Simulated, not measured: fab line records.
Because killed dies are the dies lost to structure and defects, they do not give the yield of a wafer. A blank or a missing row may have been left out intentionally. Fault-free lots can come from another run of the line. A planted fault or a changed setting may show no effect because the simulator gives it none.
Comparing a struck lot with a sound one | flow sky130 | 18 out of 708 route steps
Sound: the wafers L250.1, L250.5, L250.6. Struck: wafer L256.2 (left out: L256.1, L256.6 of the same lot, which were not struck); the cause appears at the end.
Order at every step that has rows: each side's tool, ch and its chambers, its first start. Under that, the readings that differ: sound wafers | struck wafers | difference of the means | sigmas: that difference in standard deviations of wafers without a fault.
alike: readings whose means differ by less than 2 such deviations, and words and numbers that are the same on both sides. not compared: withheld readings, readings that some wafer has no value for, bounds like >300 that may hide the same value, and numbers for which the record gives no deviation and whose values overlap.
A row with sigmas, a row that says differs or no value, or rows on one side alone: a step with any of these is where the two part. Non-overlapping numbers with no deviation appear without sigmas and do not part them. A reading missing from all wafers of one side parts the sides only when that side holds two or more wafers.

first, 5 steps without rows for these wafers: SKY_VIA4_COAT_06 (resist thk 1140 nm); SKY_VIA4_SOFTBAKE_07 (time 60 s); SKY_VIA4_EXPOSE_08 (exposes mask VIM4, target cd 800 nm); SKY_VIA4_PEB_09; SKY_VIA4_DEVELOP_10 (develop time 60 s).
SKY_VIA4_OVL_MEAS_11:
  sound on overlay-02 at day 44 09:51; struck on overlay-01 at day 46 01:50
  reading       | sound       | struck | difference | sigmas
  VIA4_OVL (nm) | 2.4 4.7 5.5 | -1.0   | -5.2       | -3
SKY_VIA4_ETCH_12: etches SiO2 in C4F8/O2/Ar, stops on TiN, target depth 580 nm.
  sound on rie-diel-02 ch 1,2, day 44 09:53; struck on rie-diel-02 ch 0, day 46 01:53
  alike: oes-product-au
SKY_VIA4_STRIP_13: strips in O2/N2.
  sound on plasma-asher-03 ch 0,1, day 44 09:58; struck on plasma-asher-01 ch 0, day 46 01:57
  alike: drypump-motor-current-A, oes-product-au, strip-time-to-endpoint-s
  not compared: rf-hours-counter-h
then, 3 steps without rows for these wafers: SKY_VIA4_STRIP_14 (strips in post etch residue remover, time 1200 s); SKY_VIA4_CLEAN_15 (cleans in IPA, time 180 s); SKY_VIA4_CLEAN_16 (cleans in O3/DIW).
SKY_VIA4_SPUTTER_17: material TiN, target thk 20 nm, time 80 s.
  sound on pvd-sputter-04 at day 44 10:54; struck on pvd-sputter-04 at day 46 02:32
  alike: throttle-valve-pct
SKY_VIA4_CVD_18: deposits W, target thk 505 nm, time 152.14 s.
  sound on cvd-w-02 ch 0,1, day 44 10:58; struck on cvd-w-02 ch 0, day 46 02:37
  reading                            | sound             | struck | difference | sigmas
  model.W_of_VIA4_CVD_18.thk-nm (nm) | 501.6 504.7 498.2 | 366.7  | -134.8     |
  alike: chamber-pressure-Torr, heater-power-w
SKY_VIA4_RS_MEAS_19: measurement is done with a four-point probe.
  sound on film-metro-01 at day 44 11:07; struck on film-metro-01 at day 46 03:02
  reading            | sound                | struck | difference | sigmas
  VIA4_W_RS (ohm/sq) | 0.2279 0.2269 0.2300 | 0.3135 | +0.0852    | +33
  not compared: hold
SKY_VIA4_THK_MEAS_20: measures by xrf.
  sound on film-metro-01 at day 44 11:14; struck on film-metro-01 at day 46 05:56
  reading         | sound       | struck | difference | sigmas
  VIA4_W_THK (nm) | 496 503 495 | 363    | -135       | -21
  not compared: hold
SKY_VIA4_CMP_21: polishes, stops on SiO2, t overpolish 25 s, target thk 0 nm.
  sound on cmp-02 ch 0,1,2, day 44 11:37; struck on cmp-02 ch 0, day 46 09:05
  reading                | sound       | struck                   | difference                   | sigmas
  hold                   | - - -       | await-dispo/2.9h/release | no value on the sound wafers |
  time-to-endpoint-s (s) | 128 130 119 | 91                       | -35                          | -7
  alike: motor-current-A
SKY_METAL5_SPUTTER_00: material Ti, target thk 15 nm, time 10 s.
  sound on pvd-sputter-01 at day 44 11:46; struck on pvd-sputter-03 at day 46 09:23
  alike: throttle-valve-pct
-- the record jumps here: 2 days lie between the struck wafers' starts before and after (it left off in module METAL5 and takes up again in module PAD_OPEN, whose first step shown is number 708 of the route) --
SKY_PAD_OPEN_PROBE_99:
  record: rows for the struck wafers here (prober-02, day 48 17:20), none for the sound ones

== WHERE THEY PART ==
At SKY_VIA4_OVL_MEAS_11 first; at SKY_PAD_OPEN_PROBE_99 last (within this record only).

WHY: what had been put in by the simulator
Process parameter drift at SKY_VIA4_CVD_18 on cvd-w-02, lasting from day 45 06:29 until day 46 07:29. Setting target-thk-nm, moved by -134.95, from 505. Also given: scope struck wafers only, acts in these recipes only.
